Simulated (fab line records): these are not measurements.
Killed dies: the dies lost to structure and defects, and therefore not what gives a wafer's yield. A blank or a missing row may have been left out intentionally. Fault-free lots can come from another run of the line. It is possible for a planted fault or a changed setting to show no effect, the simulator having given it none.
Which tool is to blame? / flow sky130 / 13 lots with 39 wafers sampled at 5 steps, on a route of 708 steps

## WHAT THE GAUGES SHOWED, per wafer
SKY_NWELL_RS_MEAS_29: uses a four-point probe to measure.
lot=L712; measured=day 5 08:44; on=film-metro-02; NWELL_RS (ohm/sq)=625.3 625.3 625.2
lot=L713; measured=day 5 14:14; on=film-metro-03; NWELL_RS (ohm/sq)=625.3 623.6 622.3
lot=L714; measured=day 5 17:39; on=film-metro-03; NWELL_RS (ohm/sq)=625.3 624.6 626.4
lot=L715; measured=day 5 20:39; on=film-metro-03; NWELL_RS (ohm/sq)=628.0 626.8 625.4
lot=L716; measured=day 6 05:23; on=film-metro-02; NWELL_RS (ohm/sq)=625.4 626.6 627.0
lot=L719; measured=day 7 03:41; on=film-metro-03; NWELL_RS (ohm/sq)=627.6 625.6 626.6
lot=L720; measured=day 7 07:51; on=film-metro-02; NWELL_RS (ohm/sq)=623.8 623.9 623.0
lot=L721; measured=day 7 14:03; on=film-metro-03; NWELL_RS (ohm/sq)=625.2 624.2 624.1
lot=L724; measured=day 8 10:19; on=film-metro-02; NWELL_RS (ohm/sq)=626.6 624.6 624.5
lot=L730; measured=day 9 21:30; on=film-metro-02; NWELL_RS (ohm/sq)=647.8 647.3 645.7
lot=L733; measured=day 10 18:29; on=film-metro-02; NWELL_RS (ohm/sq)=625.9 625.8 627.1
lot=L734; measured=day 10 23:46; on=film-metro-01; NWELL_RS (ohm/sq)=648.4 646.3 647.0
lot=L735; measured=day 11 02:42; on=film-metro-02; NWELL_RS (ohm/sq)=625.2 627.1 626.1

SKY_LI_CONTACT_BOW_MEAS_03.
lot=L712; measured=day 27 12:29; on=film-metro-01; LI_CONTACT_BOW (um)=61 49 57
lot=L713; measured=day 27 23:56; on=film-metro-02; LI_CONTACT_BOW (um)=44 55 50
lot=L714; measured=day 28 05:25; on=film-metro-01; LI_CONTACT_BOW (um)=45 53 53
lot=L715; measured=day 28 14:27; on=film-metro-01; LI_CONTACT_BOW (um)=46 57 61
lot=L716; measured=day 29 01:51; on=film-metro-02; LI_CONTACT_BOW (um)=51 51 53
lot=L719; measured=day 31 01:31; on=film-metro-04; LI_CONTACT_BOW (um)=53 71 57
lot=L720; measured=day 30 19:01; on=film-metro-02; LI_CONTACT_BOW (um)=57 69 59
lot=L721; measured=day 31 04:15; on=film-metro-04; LI_CONTACT_BOW (um)=58 61 51
lot=L724; measured=day 32 06:25; on=film-metro-04; LI_CONTACT_BOW (um)=53 44 68
lot=L730; measured=day 34 05:28; on=film-metro-02; LI_CONTACT_BOW (um)=62 60 54
lot=L733; measured=day 35 03:25; on=film-metro-01; LI_CONTACT_BOW (um)=58 56 52
lot=L734; measured=day 35 03:44; on=film-metro-04; LI_CONTACT_BOW (um)=54 62 62
lot=L735; measured=day 35 07:23; on=film-metro-01; LI_CONTACT_BOW (um)=58 67 53

SKY_LI_CONTACT_OVL_MEAS_13.
lot=L712; measured=day 28 17:35; on=overlay-02; LI_CONTACT_OVL (nm)=-13 -6 -7
lot=L713; measured=day 29 05:05; on=overlay-01; LI_CONTACT_OVL (nm)=-3 -4 -6
lot=L714; measured=day 29 10:53; on=overlay-02; LI_CONTACT_OVL (nm)=-7 -10 -3
lot=L715; measured=day 29 18:29; on=overlay-01; LI_CONTACT_OVL (nm)=-5 -12 -6
lot=L716; measured=day 30 05:04; on=overlay-02; LI_CONTACT_OVL (nm)=-6 -11 -12
lot=L719; measured=day 32 05:02; on=overlay-02; LI_CONTACT_OVL (nm)=-5 -6 -12
lot=L720; measured=day 31 22:43; on=overlay-02; LI_CONTACT_OVL (nm)=-5 -10 -10
lot=L721; measured=day 32 07:37; on=overlay-01; LI_CONTACT_OVL (nm)=-8 -4 -7
lot=L724; measured=day 33 09:20; on=overlay-01; LI_CONTACT_OVL (nm)=-6 -13 -8
lot=L730; measured=day 35 07:53; on=overlay-02; LI_CONTACT_OVL (nm)=-3 -1 -2
lot=L733; measured=day 36 05:23; on=overlay-01; LI_CONTACT_OVL (nm)=5 -2 3
lot=L734; measured=day 36 06:01; on=overlay-01; LI_CONTACT_OVL (nm)=2 -1 4
lot=L735; measured=day 36 08:41; on=overlay-01; LI_CONTACT_OVL (nm)=-5 -2 2

SKY_LOCAL_INTERCONNECT_RS_MEAS_01: uses a four-point probe to measure.
lot=L712; measured=day 28 18:52; on=film-metro-02; LOCAL_INTERCONNECT_TIN_RS (ohm/sq)=14.32 14.30 14.45
lot=L713; measured=day 29 06:20; on=film-metro-04; LOCAL_INTERCONNECT_TIN_RS (ohm/sq)=14.25 14.21 14.31
lot=L714; measured=day 29 12:12; on=film-metro-04; LOCAL_INTERCONNECT_TIN_RS (ohm/sq)=14.20 13.98 13.95
lot=L715; measured=day 29 19:48; on=film-metro-02; LOCAL_INTERCONNECT_TIN_RS (ohm/sq)=14.21 14.03 13.94
lot=L716; measured=day 30 06:21; on=film-metro-03; LOCAL_INTERCONNECT_TIN_RS (ohm/sq)=14.20 14.26 14.38
lot=L719; measured=day 32 06:19; on=film-metro-03; LOCAL_INTERCONNECT_TIN_RS (ohm/sq)=14.27 14.27 14.14
lot=L720; measured=day 31 23:59; on=film-metro-04; LOCAL_INTERCONNECT_TIN_RS (ohm/sq)=14.26 14.13 14.14
lot=L721; measured=day 32 08:53; on=film-metro-03; LOCAL_INTERCONNECT_TIN_RS (ohm/sq)=14.21 14.05 14.17
lot=L724; measured=day 33 10:38; on=film-metro-02; LOCAL_INTERCONNECT_TIN_RS (ohm/sq)=14.23 14.15 14.10
lot=L730; measured=day 35 09:10; on=film-metro-02; LOCAL_INTERCONNECT_TIN_RS (ohm/sq)=14.23 14.32 14.27
lot=L733; measured=day 36 06:40; on=film-metro-04; LOCAL_INTERCONNECT_TIN_RS (ohm/sq)=14.29 14.21 14.22
lot=L734; measured=day 36 07:19; on=film-metro-02; LOCAL_INTERCONNECT_TIN_RS (ohm/sq)=14.23 14.34 14.17
lot=L735; measured=day 36 09:58; on=film-metro-03; LOCAL_INTERCONNECT_TIN_RS (ohm/sq)=14.05 13.94 13.95

## WHAT TOOL EACH LOT RAN ON (gives the tool, then ch and the chambers of the sampled wafers, and finally the start)
lot=L712; SKY_NWELL_IMPLANT_13=implanter-02 ch 0, day 4 14:32
lot=L713; SKY_NWELL_IMPLANT_13=implanter-03 ch 0, day 4 19:58
lot=L714; SKY_NWELL_IMPLANT_13=implanter-03 ch 0, day 4 23:37
lot=L715; SKY_NWELL_IMPLANT_13=implanter-04 ch 0, day 5 02:26
lot=L716; SKY_NWELL_IMPLANT_13=implanter-04 ch 0, day 5 10:58
lot=L719; SKY_NWELL_IMPLANT_13=implanter-02 ch 0, day 6 07:20
lot=L720; SKY_NWELL_IMPLANT_13=implanter-02 ch 0, day 6 11:52
lot=L721; SKY_NWELL_IMPLANT_13=implanter-04 ch 0, day 6 17:48
lot=L724; SKY_NWELL_IMPLANT_13=implanter-03 ch 0, day 7 13:24
lot=L730; SKY_NWELL_IMPLANT_13=implanter-04 ch 0, day 8 23:01
lot=L733; SKY_NWELL_IMPLANT_13=implanter-02 ch 0, day 9 20:02
lot=L734; SKY_NWELL_IMPLANT_13=implanter-04 ch 0, day 10 00:50
lot=L735; SKY_NWELL_IMPLANT_13=implanter-03 ch 0, day 10 03:31
- SKY_NWELL_IMPLANT_13

## AS READ BY THE TOOLS THEMSELVES (means over the sampled wafers that have a number; for cases with no such wafer, the mark the record gives instead)
SKY_NWELL_IMPLANT_13.
lot=L712 tool=implanter-02 dose-ions-cm2=7e+11 faraday-current-uA=3.94
lot=L713 tool=implanter-03 dose-ions-cm2=7e+11 faraday-current-uA=3.89
lot=L714 tool=implanter-03 dose-ions-cm2=7e+11 faraday-current-uA=3.97
lot=L715 tool=implanter-04 dose-ions-cm2=7e+11 faraday-current-uA=3.90
lot=L716 tool=implanter-04 dose-ions-cm2=7e+11 faraday-current-uA=3.98
lot=L719 tool=implanter-02 dose-ions-cm2=7e+11 faraday-current-uA=3.91
lot=L720 tool=implanter-02 dose-ions-cm2=7e+11 faraday-current-uA=3.98
lot=L721 tool=implanter-04 dose-ions-cm2=7e+11 faraday-current-uA=3.94
lot=L724 tool=implanter-03 dose-ions-cm2=7e+11 faraday-current-uA=3.98
lot=L730 tool=implanter-04 dose-ions-cm2=7e+10 faraday-current-uA=0.39
lot=L733 tool=implanter-02 dose-ions-cm2=7e+11 faraday-current-uA=3.99
lot=L734 tool=implanter-04 dose-ions-cm2=7e+10 faraday-current-uA=0.40
lot=L735 tool=implanter-03 dose-ions-cm2=7e+11 faraday-current-uA=3.91

## THE ANSWER, worked out from the rows above alone
Rule: what is usual is taken from the lots themselves. The widest of any qualifying gaps counts: lots, ordered by their means at a reading, are off when they make up no more than a third of the lots, leave a main group of 4 or more, and stand apart from it by 3 or more times the standard deviation of that group's means. A main group is skipped when, at the precision printed for the reading in the tables above, its means are all equal. Also off: a lot with no number at a reading for which 4 or more lots have one. The other lots that the step has rows for count as sound. The gauges are gone through in route order, then the tools' own readings, and for those a lot's mean is taken as printed above. The first step at which some lot is off is used, and at that step the reading that is off furthest; a lot without a number counts as furthest.
Off: L730, L734, seen at SKY_NWELL_RS_MEAS_29 (NWELL_RS). For the main group the mean is 625.4 ohm/sq and the standard deviation 1.1.
A tool fits if, at a process step before that reading, it ran every lot that is off, and no sound lot after the first of them. Not tried: the gauges at SKY_NWELL_RS_MEAS_29; whatever is off there is also off at SKY_NWELL_IMPLANT_13, on other tools, and gauge error can't account for it. One fits: implanter-04 at SKY_NWELL_IMPLANT_13. Its last sound lot is L721 (day 6 17:48), its first lot that is off L730 (day 8 23:01): a fault that began between those two fits.
The tool's own readings at SKY_NWELL_IMPLANT_13 bear it out: on the lots that are off they differ by more than 5 times the standard deviation of the sound lots' means. dose-ions-cm2 reads 7e+10 there against 7e+11 on the sound lots; faraday-current-uA reads 0.40 there against 3.94 on the sound lots.

## WHAT THE SIMULATOR PUT IN
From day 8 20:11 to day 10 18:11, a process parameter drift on implanter-04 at SKY_NWELL_IMPLANT_13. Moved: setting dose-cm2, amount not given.
Shown lots that were struck: L730, L734. The rule given above showed the same thing.
